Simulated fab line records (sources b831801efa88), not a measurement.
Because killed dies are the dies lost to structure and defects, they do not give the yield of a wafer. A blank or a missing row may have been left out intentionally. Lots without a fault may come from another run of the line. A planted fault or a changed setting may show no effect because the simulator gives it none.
fab line records ; flow gf180mcu ; part 1 of 2: steps 1 to 43 of 44
record lots=7; wafers=21; last_day=33
route steps=602 shown DNWELL@38 NWELL@42 LVPWELL@54 MVSD@66 MVPSD@78 PASSIVATION@602
lots that met no fault: from a run of the same line without faults
start_h: start of the lot's first displayed wafer, in hours after the record's first day ; wait_h: hours from the lot's prior step to this one ; " identical to the entry in the row above ; L1.1+2: a row that stands for several wafers ; - value missing, or start not given ; * or withheld: withheld ; < > ~ a bound
route shown NAME@n: names a module that has steps shown in the file, with the first one's number in the route ; usual: the fault-free wafers' mean and standard deviation ; same: alike in all rows ; chamber/n: place in a boat ; sites: readings site by site ; _std_site: standard deviation across them ; _edge_site: mean of outer sites minus mean of inner sites ; radius_mm: how far each site lies from the wafer's centre ; mask NAME#n: copy n ; behind: the most recent tool/chamber to have shaped the wafer ; hold: what put the lot on hold/how long, in hours/how the hold closed ; device: whichever transistor did not switch (one of n, p or np) ; end of line: the tests these same wafers got at the end of their route ; a step with no rows: only its recipe ; killed: at the first sort, the dies lost to defects and structure; wafer yield is something else ; map: dies across one wafer; x = killed, . = not, _ = none there
set.NAME: the setting that was run; set.NAME@STEP: the one run at that earlier step ; model.NAME: the simulator's own value behind a step, which no gauge read
lots seen at some steps along the route; tables by step, rows by wafer
services: when a tool's chamber went out of use (start_h, in hours from the record's first day, below 0 if earlier), for how many hours, and the reason
## steps
# step GF_DNWELL_DEVELOP_06
# recipe wall_angle_deg=90; develop_time_s=60; dev_temp_c=23
# step GF_DNWELL_IMPLANT_07
# recipe species=P; energy_kev=1500; dose_cm2=1e+13; tilt_deg=0
# step GF_DNWELL_STRIP_08
# recipe chemistry=O2/N2; power_w=1400; pressure_mtorr=1500; platen_temp_c=250; o2_flow_sccm=3000; n2_flow_sccm=300; overash_fraction=0.5
# usual drypump_motor_current_A=5.43/0.15; heater_power_w=325/26; oes_product_au=0.722/0.004; strip_time_to_endpoint_s=36.96/0.095
lot.wafer;tool;chamber;start_h;wait_h;drypump_motor_current_A;heater_power_w;oes_product_au;rf_hours_counter_h;strip_time_to_endpoint_s
L939.2;plasma_asher-03;0;42.34;0.1;5.20;362;0.727;37;36.97
L939.4;plasma_asher-03;0;42.34;0.1;5.23;356;0.722;-;36.96
L939.5;plasma_asher-03;1;42.34;0.1;5.58;314;0.721;-;36.90
L941.1;plasma_asher-02;0;52.99;0.1;5.47;343;0.718;41;36.96
L941.3;plasma_asher-02;1;52.99;0.1;5.35;314;0.722;-;37.04
L941.5;plasma_asher-02;0;52.99;0.1;5.45;351;0.729;-;37.09
L945.2;plasma_asher-02;1;73.37;0.1;5.36;314;0.721;43;37.22
L945.3;plasma_asher-02;1;73.37;0.1;5.36;314;0.717;-;37.21
L945.4;plasma_asher-02;0;73.37;0.1;5.48;353;0.731;-;37.11
L951.2;plasma_asher-03;0;107.19;0.1;5.21;352;0.723;44;37.13
L951.3;plasma_asher-03;1;107.19;0.1;5.59;307;0.725;-;37.10
L951.6;plasma_asher-03;0;107.19;0.1;5.20;357;0.717;-;37.06
L953.2;plasma_asher-03;1;117.17;0.1;5.59;309;0.722;45;36.97
L953.5;plasma_asher-03;0;117.17;0.1;5.19;366;0.726;-;36.97
L953.6;plasma_asher-03;1;117.17;0.1;5.59;310;0.722;-;37.01
L954.1;plasma_asher-03;0;125.02;0.1;5.20;352;0.718;46;36.73
L954.3;plasma_asher-03;0;125.02;0.1;5.20;359;0.726;-;36.91
L954.5;plasma_asher-03;0;125.02;0.1;5.20;365;0.725;-;36.82
L959.3;plasma_asher-03;1;148.36;0.1;5.60;306;0.719;-;36.89
L959.5;plasma_asher-03;0;148.36;0.1;5.23;371;0.720;-;36.79
L959.6;plasma_asher-03;1;148.36;0.1;5.59;307;0.725;-;36.87
# step GF_DNWELL_TW_MEAS_09
# usual DNWELL_TW=1350/16
lot.wafer;tool;chamber;start_h;wait_h;DNWELL_TW
L939.2;film_metro-03;-;42.45;0.1;1329
L939.4;film_metro-03;-;42.45;0.1;1331
L939.5;film_metro-03;-;42.45;0.1;1335
L941.1;film_metro-03;-;53.09;0.1;1335
L941.3;film_metro-03;-;53.09;0.1;1338
L941.5;film_metro-03;-;53.09;0.1;1336
L945.2;film_metro-02;-;73.48;0.1;1363
L945.3;film_metro-02;-;73.48;0.1;1366
L945.4;film_metro-02;-;73.48;0.1;1357
L951.2;film_metro-01;-;107.30;0.1;1364
L951.3;film_metro-01;-;107.30;0.1;1362
L951.6;film_metro-01;-;107.30;0.1;1362
L953.2;film_metro-03;-;117.28;0.1;1324
L953.5;film_metro-03;-;117.28;0.1;1336
L953.6;film_metro-03;-;117.28;0.1;1326
L954.1;film_metro-01;-;125.12;0.1;1376
L954.3;film_metro-01;-;125.12;0.1;1380
L954.5;film_metro-01;-;125.12;0.1;1370
L959.3;film_metro-01;-;148.44;0.1;1373
L959.5;film_metro-01;-;148.44;0.1;1375
L959.6;film_metro-01;-;148.44;0.1;1370
# step GF_NWELL_DEHYDRATE_00
# recipe temp_c=200; time_s=60
# step GF_NWELL_HMDS_01
# recipe prime_time_s=60; prime_temp_c=120
# step GF_NWELL_COAT_02
# recipe spin_rpm=2000; resist_thk_nm=3000
# step GF_NWELL_SOFTBAKE_03
# recipe temp_c=110; time_s=withheld
# step GF_NWELL_EXPOSE_04
# recipe mask_id=Nwell; target_cd_nm=860; na=0.6; source_shape=conventional; sigma_outer=0.6; dose_mj=260
# step GF_NWELL_PEB_05
# recipe temp_c=115; time_s=withheld
# step GF_NWELL_DEVELOP_06
# recipe wall_angle_deg=90; develop_time_s=60; dev_temp_c=23
# step GF_NWELL_OVL_MEAS_07
# usual NWELL_OVL=0.3/1.5
lot.wafer;tool;chamber;start_h;wait_h;NWELL_OVL[nm]
L939.2;overlay-02;-;54.78;-;-1.0
L939.4;overlay-02;-;54.78;-;-1.1
L939.5;overlay-02;-;54.78;-;1.6
L941.1;overlay-01;-;65.62;-;1.4
L941.3;overlay-01;-;65.62;-;1.1
L941.5;overlay-01;-;65.62;-;-0.4
L945.2;overlay-01;-;87.24;-;0.2
L945.3;overlay-01;-;87.24;-;1.7
L945.4;overlay-01;-;87.24;-;0.1
L951.2;overlay-02;-;121.79;-;0.0
L951.3;overlay-02;-;121.79;-;-1.6
L951.6;overlay-02;-;121.79;-;-1.9
L953.2;overlay-02;-;131.83;-;-0.8
L953.5;overlay-02;-;131.83;-;-0.2
L953.6;overlay-02;-;131.83;-;-1.4
L954.1;overlay-01;-;140.43;-;1.4
L954.3;overlay-01;-;140.43;-;-0.2
L954.5;overlay-01;-;140.43;-;0.7
L959.3;overlay-02;-;163.73;-;1.8
L959.5;overlay-02;-;163.73;-;-0.5
L959.6;overlay-02;-;163.73;-;-0.3
# step GF_NWELL_IMPLANT_08
# recipe species=P; energy_kev=450; dose_cm2=1.5e+13; tilt_deg=0
# usual beam_on_s=10.00/0.2; end_station_pressure_torr=5.05e-06/2.5e-07; tilt_deg=0.000/0.021
lot.wafer;tool;chamber;start_h;wait_h;beam_on_s;end_station_pressure_torr;tilt_deg
L939.2;implanter-01;0;54.84;0.0;10.06;5.38e-06;0.002
L939.4;implanter-01;0;54.84;0.0;10.23;5.23e-06;0.022
L939.5;implanter-01;0;54.84;0.0;9.79;5.22e-06;0.014
L941.1;implanter-03;0;65.66;0.0;9.98;5.14e-06;0.009
L941.3;implanter-03;0;65.66;0.0;10.10;4.83e-06;0.017
L941.5;implanter-03;0;65.66;0.0;10.04;4.71e-06;0.030
L945.2;implanter-03;0;87.29;0.0;9.84;4.72e-06;0.003
L945.3;implanter-03;0;87.29;0.0;9.95;5.24e-06;-0.004
L945.4;implanter-03;0;87.29;0.0;9.84;4.76e-06;0.002
L951.2;implanter-04;0;121.84;0.0;10.04;4.87e-06;0.037
L951.3;implanter-04;0;121.84;0.0;9.80;5.69e-06;0.009
L951.6;implanter-04;0;121.84;0.0;10.38;4.74e-06;0.008
L951.2;implanter-04;0;122.43;0.6;10.05;5.17e-06;-0.004
L951.3;implanter-04;0;122.43;0.6;10.13;4.66e-06;-0.014
L951.6;implanter-04;0;122.43;0.6;9.88;5.08e-06;-0.007
L953.2;implanter-01;0;131.91;0.1;9.71;5e-06;-0.004
L953.5;implanter-01;0;131.91;0.1;9.96;4.98e-06;-0.001
L953.6;implanter-01;0;131.91;0.1;9.94;4.69e-06;0.014
L954.1;implanter-01;0;140.47;0.0;10.16;5.01e-06;-0.035
L954.3;implanter-01;0;140.47;0.0;10.14;4.91e-06;-0.038
L954.5;implanter-01;0;140.47;0.0;10.01;5.18e-06;-0.063
L954.1;implanter-01;0;140.78;0.3;10.00;5.15e-06;0.016
L954.3;implanter-01;0;140.78;0.3;10.17;5.15e-06;0.014
L954.5;implanter-01;0;140.78;0.3;9.92;5.08e-06;0.041
L959.3;implanter-03;0;163.81;0.1;10.01;5.04e-06;-0.001
L959.5;implanter-03;0;163.81;0.1;9.91;5.11e-06;0.021
L959.6;implanter-03;0;163.81;0.1;9.90;4.8e-06;0.002
L959.3;implanter-03;0;164.13;0.3;9.49;5.07e-06;-0.021
L959.5;implanter-03;0;164.13;0.3;10.14;5.19e-06;0.021
L959.6;implanter-03;0;164.13;0.3;10.08;4.84e-06;0.011
# step GF_NWELL_IMPLANT_09
# recipe species=P; energy_kev=160; dose_cm2=4e+12; tilt_deg=0
# step GF_NWELL_STRIP_10
# recipe chemistry=O2/N2; power_w=1400; pressure_mtorr=1500; platen_temp_c=250; o2_flow_sccm=3000; n2_flow_sccm=300; overash_fraction=0.5
# usual drypump_motor_current_A=5.48/0.21; heater_power_w=322/30; oes_product_au=0.722/0.0047; strip_time_to_endpoint_s=36.98/0.096
lot.wafer;tool;chamber;start_h;wait_h;drypump_motor_current_A;heater_power_w;oes_product_au;rf_hours_counter_h;strip_time_to_endpoint_s
L939.2;plasma_asher-03;1;55.11;0.1;5.60;312;0.722;39;36.86
L939.4;plasma_asher-03;0;55.11;0.1;5.20;353;0.710;-;36.87
L939.5;plasma_asher-03;1;55.11;0.1;5.56;317;0.715;-;36.89
L941.1;plasma_asher-04;1;65.96;0.1;5.41;318;0.719;44;36.87
L941.3;plasma_asher-04;1;65.96;0.1;5.42;304;0.721;-;36.84
L941.5;plasma_asher-04;0;65.96;0.1;5.62;290;0.724;-;36.87
L945.2;plasma_asher-01;0;87.57;0.1;5.30;357;0.726;27;37.06
L945.3;plasma_asher-01;0;87.57;0.1;5.31;365;0.721;-;37.08
L945.4;plasma_asher-01;1;87.57;0.1;5.84;281;0.731;-;37.00
L951.2;plasma_asher-03;1;122.71;0.1;5.59;308;0.727;46;36.91
L951.3;plasma_asher-03;1;122.71;0.1;5.59;310;0.718;-;36.95
L951.6;plasma_asher-03;0;122.71;0.1;5.23;357;0.724;-;36.90
L953.2;plasma_asher-01;1;132.46;0.2;5.84;280;0.725;31;36.99
L953.5;plasma_asher-01;0;132.46;0.2;5.29;358;0.727;-;37.02
L953.6;plasma_asher-01;1;132.46;0.2;5.85;294;0.721;-;37.11
L954.1;plasma_asher-03;0;141.08;0.1;5.21;354;0.723;48;36.95
L954.3;plasma_asher-03;0;141.08;0.1;5.22;360;0.729;-;37.09
L954.5;plasma_asher-03;1;141.08;0.1;5.58;306;0.724;-;36.98
L959.3;plasma_asher-03;1;164.41;0.1;5.57;321;0.718;-;36.94
L959.5;plasma_asher-03;0;164.41;0.1;5.20;354;0.714;-;36.87
L959.6;plasma_asher-03;1;164.41;0.1;5.58;311;0.726;-;36.98
# step GF_NWELL_TW_MEAS_11
# usual NWELL_TW=1574/20
lot.wafer;tool;chamber;start_h;wait_h;NWELL_TW
L939.2;film_metro-03;-;55.22;0.1;1563
L939.4;film_metro-03;-;55.22;0.1;1570
L939.5;film_metro-03;-;55.22;0.1;1560
L941.1;film_metro-01;-;66.06;0.1;1595
L941.3;film_metro-01;-;66.06;0.1;1594
L941.5;film_metro-01;-;66.06;0.1;1602
L945.2;film_metro-04;-;87.68;0.1;1570
L945.3;film_metro-04;-;87.68;0.1;1570
L945.4;film_metro-04;-;87.68;0.1;1566
L951.2;film_metro-04;-;122.82;0.1;1920
L951.3;film_metro-04;-;122.82;0.1;1924
L951.6;film_metro-04;-;122.82;0.1;1922
L953.2;film_metro-04;-;132.57;0.1;1554
L953.5;film_metro-04;-;132.57;0.1;1562
L953.6;film_metro-04;-;132.57;0.1;1554
L954.1;film_metro-01;-;141.18;0.1;1960
L954.3;film_metro-01;-;141.18;0.1;1957
L954.5;film_metro-01;-;141.18;0.1;1959
L959.3;film_metro-03;-;164.50;0.1;1902
L959.5;film_metro-03;-;164.50;0.1;1896
L959.6;film_metro-03;-;164.50;0.1;1896
# step GF_LVPWELL_DEHYDRATE_00
# recipe temp_c=200; time_s=60
# step GF_LVPWELL_HMDS_01
# recipe prime_time_s=60; prime_temp_c=120
# step GF_LVPWELL_COAT_02
# recipe spin_rpm=2000; resist_thk_nm=3000
# step GF_LVPWELL_SOFTBAKE_03
# recipe temp_c=110; time_s=withheld
# step GF_LVPWELL_EXPOSE_04
# recipe mask_id=LVPWELL; target_cd_nm=600; na=0.6; source_shape=conventional; sigma_outer=0.6; dose_mj=260
# step GF_LVPWELL_PEB_05
# recipe temp_c=115; time_s=withheld
# step GF_LVPWELL_DEVELOP_06
# recipe wall_angle_deg=90; develop_time_s=60; dev_temp_c=23
# step GF_LVPWELL_OVL_MEAS_07
# usual LVPWELL_OVL=0.0/1.3
lot.wafer;tool;chamber;start_h;wait_h;LVPWELL_OVL[nm]
L939.2;overlay-01;-;68.34;-;0.5
L939.4;overlay-01;-;68.34;-;-0.2
L939.5;overlay-01;-;68.34;-;-1.5
L941.1;overlay-01;-;79.43;-;-3.0
L941.3;overlay-01;-;79.43;-;-1.5
L941.5;overlay-01;-;79.43;-;0.1
L945.2;overlay-01;-;101.69;-;-1.4
L945.3;overlay-01;-;101.69;-;-0.1
L945.4;overlay-01;-;101.69;-;0.3
L951.2;overlay-02;-;137.28;-;-0.7
L951.3;overlay-02;-;137.28;-;1.1
L951.6;overlay-02;-;137.28;-;0.2
L953.2;overlay-01;-;147.74;-;-0.5
L953.5;overlay-01;-;147.74;-;0.4
L953.6;overlay-01;-;147.74;-;1.7
L954.1;overlay-01;-;156.43;-;-0.7
L954.3;overlay-01;-;156.43;-;-0.3
L954.5;overlay-01;-;156.43;-;-1.1
L959.3;overlay-02;-;180.98;-;2.3
L959.5;overlay-02;-;180.98;-;-0.6
L959.6;overlay-02;-;180.98;-;0.1
# step GF_LVPWELL_IMPLANT_08
# recipe species=B; energy_kev=170; dose_cm2=1.5e+13; tilt_deg=0
# step GF_LVPWELL_IMPLANT_09
# recipe species=B; energy_kev=60; dose_cm2=5e+12; tilt_deg=0
# step GF_LVPWELL_STRIP_10
# recipe chemistry=O2/N2; power_w=1400; pressure_mtorr=1500; platen_temp_c=250; o2_flow_sccm=3000; n2_flow_sccm=300; overash_fraction=0.5
# usual drypump_motor_current_A=5.47/0.18; heater_power_w=324/29; oes_product_au=0.721/0.0046; strip_time_to_endpoint_s=36.94/0.11
lot.wafer;tool;chamber;start_h;wait_h;drypump_motor_current_A;heater_power_w;oes_product_au;rf_hours_counter_h;strip_time_to_endpoint_s
L939.2;plasma_asher-04;1;68.67;0.1;5.46;305;0.725;44;37.07
L939.4;plasma_asher-04;0;68.67;0.1;5.64;310;0.719;-;36.97
L939.5;plasma_asher-04;0;68.67;0.1;5.57;299;0.718;-;36.98
L941.1;plasma_asher-02;1;79.77;0.1;5.37;309;0.723;44;37.08
L941.3;plasma_asher-02;0;79.77;0.1;5.46;344;0.712;-;36.91
L941.5;plasma_asher-02;1;79.77;0.1;5.33;312;0.730;-;36.97
L945.2;plasma_asher-02;0;102.02;0.1;5.44;350;0.726;46;36.94
L945.3;plasma_asher-02;0;102.02;0.1;5.48;351;0.721;-;36.94
L945.4;plasma_asher-02;1;102.02;0.1;5.35;315;0.715;-;36.96
L951.2;plasma_asher-02;1;137.61;0.1;5.36;307;0.725;50;36.86
L951.3;plasma_asher-02;1;137.61;0.1;5.34;307;0.718;-;36.82
L951.6;plasma_asher-02;1;137.61;0.1;5.37;310;0.726;-;36.86
L953.2;plasma_asher-01;1;148.07;0.1;5.83;289;0.728;33;37.08
L953.5;plasma_asher-01;0;148.07;0.1;5.29;360;0.719;-;37.01
L953.6;plasma_asher-01;1;148.07;0.1;5.85;280;0.717;-;37.21
L954.1;plasma_asher-04;1;156.77;0.1;5.44;299;0.729;3;37.05
L954.3;plasma_asher-04;0;156.77;0.1;5.62;275;0.719;-;36.95
L954.5;plasma_asher-04;1;156.77;0.1;5.41;300;0.724;-;36.93
L959.3;plasma_asher-02;1;181.34;0.1;5.36;315;0.720;-;36.91
L959.5;plasma_asher-02;0;181.34;0.1;5.46;362;0.718;-;36.83
L959.6;plasma_asher-02;1;181.34;0.1;5.36;314;0.718;-;36.99
# step GF_LVPWELL_TW_MEAS_11
# usual LVPWELL_TW=560/7.3
lot.wafer;tool;chamber;start_h;wait_h;LVPWELL_TW
L939.2;film_metro-03;-;68.78;0.1;553
L939.4;film_metro-03;-;68.78;0.1;558
L939.5;film_metro-03;-;68.78;0.1;554
L941.1;film_metro-03;-;79.87;0.1;553
L941.3;film_metro-03;-;79.87;0.1;552
L941.5;film_metro-03;-;79.87;0.1;553
L945.2;film_metro-03;-;102.13;0.1;554
L945.3;film_metro-03;-;102.13;0.1;553
L945.4;film_metro-03;-;102.13;0.1;550
L951.2;film_metro-04;-;137.72;0.1;559
L951.3;film_metro-04;-;137.72;0.1;560
L951.6;film_metro-04;-;137.72;0.1;562
L953.2;film_metro-03;-;148.18;0.1;555
L953.5;film_metro-03;-;148.18;0.1;551
L953.6;film_metro-03;-;148.18;0.1;553
L954.1;film_metro-03;-;156.87;0.1;553
L954.3;film_metro-03;-;156.87;0.1;556
L954.5;film_metro-03;-;156.87;0.1;552
L959.3;film_metro-04;-;181.43;0.1;568
L959.5;film_metro-04;-;181.43;0.1;568
L959.6;film_metro-04;-;181.43;0.1;569
# step GF_MVSD_DEHYDRATE_00
# recipe temp_c=200; time_s=60
# step GF_MVSD_HMDS_01
# recipe prime_time_s=60; prime_temp_c=120
# step GF_MVSD_COAT_02
# recipe spin_rpm=2000; resist_thk_nm=3000
# step GF_MVSD_SOFTBAKE_03
# recipe temp_c=110; time_s=withheld
# step GF_MVSD_EXPOSE_04
# recipe mask_id=MVSD; target_cd_nm=1000; na=0.6; source_shape=conventional; sigma_outer=0.6; dose_mj=260
# step GF_MVSD_PEB_05
# recipe temp_c=115; time_s=withheld
# step GF_MVSD_DEVELOP_06
# recipe wall_angle_deg=90; develop_time_s=60; dev_temp_c=23
# step GF_MVSD_OVL_MEAS_07
# usual MVSD_OVL=-0.5/1.5
lot.wafer;tool;chamber;start_h;wait_h;MVSD_OVL[nm]
L939.2;overlay-02;-;81.99;-;-2.1
L939.4;overlay-02;-;81.99;-;-4.5
L939.5;overlay-02;-;81.99;-;-4.1
L941.1;overlay-02;-;92.78;-;-0.3
L941.3;overlay-02;-;92.78;-;-0.4
L941.5;overlay-02;-;92.78;-;0.8
L945.2;overlay-02;-;116.63;-;-2.0
L945.3;overlay-02;-;116.63;-;0.1
L945.4;overlay-02;-;116.63;-;-1.7
L951.2;overlay-02;-;153.58;-;0.2
L951.3;overlay-02;-;153.58;-;-0.8
L951.6;overlay-02;-;153.58;-;-1.5
L953.2;overlay-02;-;163.38;-;0.7
L953.5;overlay-02;-;163.38;-;0.9
L953.6;overlay-02;-;163.38;-;-1.2
L954.1;overlay-02;-;172.17;-;0.9
L954.3;overlay-02;-;172.17;-;-0.1
L954.5;overlay-02;-;172.17;-;1.2
L959.3;overlay-02;-;198.00;-;-0.8
L959.5;overlay-02;-;198.00;-;-0.5
L959.6;overlay-02;-;198.00;-;-0.9
# step GF_MVSD_IMPLANT_08
# recipe species=P; energy_kev=400; dose_cm2=1.6e+13; tilt_deg=0
# step GF_MVSD_IMPLANT_09
# recipe species=P; energy_kev=100; dose_cm2=5e+12; tilt_deg=0
# step GF_MVSD_STRIP_10
# recipe chemistry=O2/N2; power_w=1400; pressure_mtorr=1500; platen_temp_c=250; o2_flow_sccm=3000; n2_flow_sccm=300; overash_fraction=0.5
# usual drypump_motor_current_A=5.44/0.18; heater_power_w=330/26; oes_product_au=0.723/0.0045; strip_time_to_endpoint_s=36.96/0.096
lot.wafer;tool;chamber;start_h;wait_h;drypump_motor_current_A;heater_power_w;oes_product_au;rf_hours_counter_h;strip_time_to_endpoint_s
L939.2;plasma_asher-03;1;82.32;0.1;5.58;308;0.724;41;37.04
L939.4;plasma_asher-03;0;82.32;0.1;5.20;350;0.730;-;37.04
L939.5;plasma_asher-03;1;82.32;0.1;5.58;305;0.732;-;37.13
L941.1;plasma_asher-03;1;93.12;0.1;5.58;314;0.729;42;36.99
L941.3;plasma_asher-03;0;93.12;0.1;5.21;359;0.725;-;36.92
L941.5;plasma_asher-03;1;93.12;0.1;5.58;317;0.719;-;36.93
L945.2;plasma_asher-02;0;116.96;0.1;5.41;354;0.723;48;37.12
L945.3;plasma_asher-02;1;116.96;0.1;5.35;313;0.726;-;37.10
L945.4;plasma_asher-02;0;116.96;0.1;5.40;344;0.726;-;37.06
L951.2;plasma_asher-02;0;153.91;0.1;5.48;360;0.720;52;36.87
L951.3;plasma_asher-02;1;153.91;0.1;5.35;311;0.725;-;36.99
L951.6;plasma_asher-02;1;153.91;0.1;5.35;319;0.720;-;36.89
L953.2;plasma_asher-02;1;163.71;0.1;5.33;310;0.727;53;36.89
L953.5;plasma_asher-02;0;163.71;0.1;5.49;350;0.720;-;36.92
L953.6;plasma_asher-02;1;163.71;0.1;5.34;313;0.720;-;36.87
L954.1;plasma_asher-02;1;172.51;0.1;5.37;312;0.726;54;37.06
L954.3;plasma_asher-02;1;172.51;0.1;5.35;313;0.718;-;37.07
L954.5;plasma_asher-02;0;172.51;0.1;5.50;346;0.730;-;37.15
L959.3;plasma_asher-02;0;198.36;0.1;5.46;346;0.726;-;36.98
L959.5;plasma_asher-02;1;198.36;0.1;5.35;315;0.729;-;37.03
L959.6;plasma_asher-02;0;198.36;0.1;5.45;343;0.719;-;37.05
# step GF_MVSD_TW_MEAS_11
# usual MVSD_TW=1585/22
lot.wafer;tool;chamber;start_h;wait_h;MVSD_TW
L939.2;film_metro-03;-;82.43;0.1;1569
L939.4;film_metro-03;-;82.43;0.1;1554
L939.5;film_metro-03;-;82.43;0.1;1567
L941.1;film_metro-04;-;93.22;0.1;1575
L941.3;film_metro-04;-;93.22;0.1;1569
L941.5;film_metro-04;-;93.22;0.1;1569
L945.2;film_metro-01;-;117.07;0.1;1604
L945.3;film_metro-01;-;117.07;0.1;1614
L945.4;film_metro-01;-;117.07;0.1;1608
L951.2;film_metro-04;-;154.02;0.1;1603
L951.3;film_metro-04;-;154.02;0.1;1600
L951.6;film_metro-04;-;154.02;0.1;1594
L953.2;film_metro-03;-;163.82;0.1;1560
L953.5;film_metro-03;-;163.82;0.1;1561
L953.6;film_metro-03;-;163.82;0.1;1557
L954.1;film_metro-03;-;172.61;0.1;1562
L954.3;film_metro-03;-;172.61;0.1;1566
L954.5;film_metro-03;-;172.61;0.1;1562
L959.3;film_metro-01;-;198.44;0.1;1602
L959.5;film_metro-01;-;198.44;0.1;1601
L959.6;film_metro-01;-;198.44;0.1;1602
# step GF_MVPSD_DEHYDRATE_00
# recipe temp_c=200; time_s=60
# step GF_MVPSD_HMDS_01
# recipe prime_time_s=60; prime_temp_c=120
# step GF_VT_IMPLANT_RS_MEAS_47
# recipe thk_meas_gauge=four-point-probe
# usual NWELL_RS=488.2/1.2
lot.wafer;tool;chamber;start_h;wait_h;NWELL_RS[ohm/sq]
L939.2;film_metro-03;-;157.86;0.1;488.4
L939.4;film_metro-03;-;157.86;0.1;487.6
L939.5;film_metro-03;-;157.86;0.1;487.1
L941.1;film_metro-04;-;169.95;0.1;488.7
L941.3;film_metro-04;-;169.95;0.1;487.7
L941.5;film_metro-04;-;169.95;0.1;487.4
L945.2;film_metro-01;-;197.56;0.1;489.0
L945.3;film_metro-01;-;197.56;0.1;489.4
L945.4;film_metro-01;-;197.56;0.1;490.0
L951.2;film_metro-03;-;238.76;0.1;350.5
L951.3;film_metro-03;-;238.76;0.1;350.3
L951.6;film_metro-03;-;238.76;0.1;351.1
L953.2;film_metro-01;-;249.64;0.1;490.6
L953.5;film_metro-01;-;249.64;0.1;490.6
L953.6;film_metro-01;-;249.64;0.1;490.6
L954.1;film_metro-01;-;260.04;0.1;349.5
L954.3;film_metro-01;-;260.04;0.1;349.4
L954.5;film_metro-01;-;260.04;0.1;350.0
L959.3;film_metro-03;-;287.14;0.1;350.4
L959.5;film_metro-03;-;287.14;0.1;350.4
L959.6;film_metro-03;-;287.14;0.1;350.9
## key
first_sign step=GF_NWELL_IMPLANT_08; reading=visit; direction=added
effect step=GF_NWELL_TW_MEAS_11; reading=NWELL_TW; direction=up; sigmas=18; usual=1574; struck=1926
effect step=GF_VT_IMPLANT_RS_MEAS_47; reading=NWELL_RS; direction=down; sigmas=99+; usual=488.2; struck=350.3
model_effect step=GF_PASSIVATION_PROBE_99; value=etest.nwell.line_ohm_um; without=1170; struck=710.2
met_at GF_NWELL_IMPLANT_08
struck_wafers L951.2,L951.3,L951.6,L954.1,L954.3,L954.5,L959.3,L959.5,L959.6
tester_left_out L951,L954,L959
fault kind=repeated_step_whole; tool=implanter-01,implanter-03,implanter-04; chamber=-; onset_h=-; steps=GF_NWELL_IMPLANT_08; times=1; scope=struck_lots_only
# tester_left_out: of these lots the tester's yield and bins aren't shown, on N5 and GAA mostly nor the transistor test; their killed dies are dies lost to structure and defects alone, not to doping, threshold or leakage, so they don't give the yield
